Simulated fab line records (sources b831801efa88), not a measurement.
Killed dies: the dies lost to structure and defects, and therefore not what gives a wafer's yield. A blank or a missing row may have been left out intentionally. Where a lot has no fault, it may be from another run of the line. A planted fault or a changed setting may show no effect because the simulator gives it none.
The tool behind it: which one? / flow gf180mcu / route of 602 steps, sampled at 1 step: 13 lots, 39 wafers

== WHAT THE GAUGES READ, wafer by wafer ==
GF_M2_CD_MEAS_14: the cd target is 280 nm. Usual: cd_nm at 279.7 nm, with a standard deviation of 1.2.
lot=L668; measured=day 19 06:31; on=cd_sem-02; cd_nm (nm)=279.2 280.2 280.4; flag=
lot=L671; measured=day 20 15:37; on=cd_sem-02; cd_nm (nm)=278.7 277.7 277.8; flag=
lot=L672; measured=day 20 21:00; on=cd_sem-02; cd_nm (nm)=279.9 279.9 280.3; flag=
lot=L673; measured=day 21 08:01; on=cd_sem-01; cd_nm (nm)=280.1 280.0 280.4; flag=
lot=L674; measured=day 21 15:14; on=cd_sem-02; cd_nm (nm)=281.9 282.2 280.9; flag=
lot=L676; measured=day 22 06:14; on=cd_sem-01; cd_nm (nm)=279.5 280.7 280.4; flag=
lot=L677; measured=day 22 11:43; on=cd_sem-02; cd_nm (nm)=277.8 278.5 277.8; flag=
lot=L678; measured=day 23 01:35; on=cd_sem-02; cd_nm (nm)=279.8 279.4 280.3; flag=
lot=L679; measured=day 23 15:41; on=cd_sem-02; cd_nm (nm)=281.1 280.4 279.3; flag=
lot=L680; measured=day 23 17:02; on=cd_sem-01; cd_nm (nm)=280.6 280.9 279.9; flag=
lot=L681; measured=day 24 00:25; on=cd_sem-02; cd_nm (nm)=281.5 281.7 281.8; flag=
lot=L683; measured=day 24 13:13; on=cd_sem-02; cd_nm (nm)=281.1 280.9 280.7; flag=
lot=L691; measured=day 27 01:56; on=cd_sem-01; cd_nm (nm)=277.3 278.5 278.3; flag=

== TOOL THAT RAN EACH LOT (tool first, then ch and the chambers of the sampled wafers, then the start) ==
The record holds no process step before these readings.

== AS READ BY THE TOOLS THEMSELVES (means over the sampled wafers that have a number; for cases with no such wafer, the mark the record gives instead) ==
The record holds no such reading with a usual standard deviation.

== THE ANSWER, worked out from the rows above alone ==
Rule: a lot counts as off when the mean over its wafers that have a number is more than 3 standard deviations away from the usual mean. A lot without any number at a reading at which 4 lots or more have one is off too. All remaining lots with rows at the step are treated as sound. After the gauges, taken in route order, come the tools' own readings; for these a lot's mean is taken, as printed above. At the first step where some lot is off, the reading lying furthest off is the one used; lots without a number count as furthest.
Across all readings shown, no lot is off: no conclusion can be drawn from this.

== WHAT THE SIMULATOR PUT IN ==
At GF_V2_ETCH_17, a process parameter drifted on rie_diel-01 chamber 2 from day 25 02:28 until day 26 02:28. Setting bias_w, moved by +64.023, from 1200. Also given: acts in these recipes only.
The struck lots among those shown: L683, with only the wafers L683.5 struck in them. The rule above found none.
